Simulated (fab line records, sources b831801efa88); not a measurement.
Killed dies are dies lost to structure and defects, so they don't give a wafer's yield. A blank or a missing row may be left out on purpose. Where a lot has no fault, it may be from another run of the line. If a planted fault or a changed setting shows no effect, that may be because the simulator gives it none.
The tool behind it: which one? -- flow gf180mcu -- 6 lots, 18 wafers sampled, at 2 steps of a route of 602

## WHAT EACH GAUGE READ, for each wafer
GF_V4_OVL_MEAS_15.
lot,measured,on,V4_OVL (nm)
L986,day 26 09:55,overlay-02,-4 1 -10
L989,day 26 19:58,overlay-02,-3 -7 -6
L991,day 28 05:06,overlay-02,-7 -9 1
L996,day 29 00:38,overlay-01,5 -2 2
L100,day 30 05:20,overlay-01,-6 2 5
L104,day 31 04:07,overlay-01,-14 -12 -6

## TOOL THAT RAN EACH LOT (tool first, then ch and the chambers of the sampled wafers, then the start)
lot,GF_V4_COAT_09
L986,"litho track-04 ch 0, day 25 21:00"
L989,"litho track-03 ch 0, day 26 08:00"
L991,"litho track-03 ch 0, day 27 18:00"
L996,"litho track-04 ch 0, day 28 14:00"
L100,"litho track-02 ch 0, day 29 19:00"
L104,"litho track-03 ch 0, day 30 18:00"
- GF_V4_COAT_09: resist thk 1000 nm.

## THE ANSWER, worked out from the rows above alone
Rule: the usual values come from the lots themselves. Put in order of their means at a reading, lots are off if they are a third of the lots or fewer, leave a main group of 4 or more, and stand apart from it by a gap of 3 or more times the standard deviation of the main group's means; of several such gaps the widest counts. A main group is skipped when, at the precision printed for the reading in the tables above, its means are all equal. A lot without any number at a reading at which 4 lots or more have one is off too. Where the step has rows for the other lots, those lots are counted as sound.
Nothing can be told from this: no lot is off at any reading shown.

## WHAT THE SIMULATOR HAD PUT IN
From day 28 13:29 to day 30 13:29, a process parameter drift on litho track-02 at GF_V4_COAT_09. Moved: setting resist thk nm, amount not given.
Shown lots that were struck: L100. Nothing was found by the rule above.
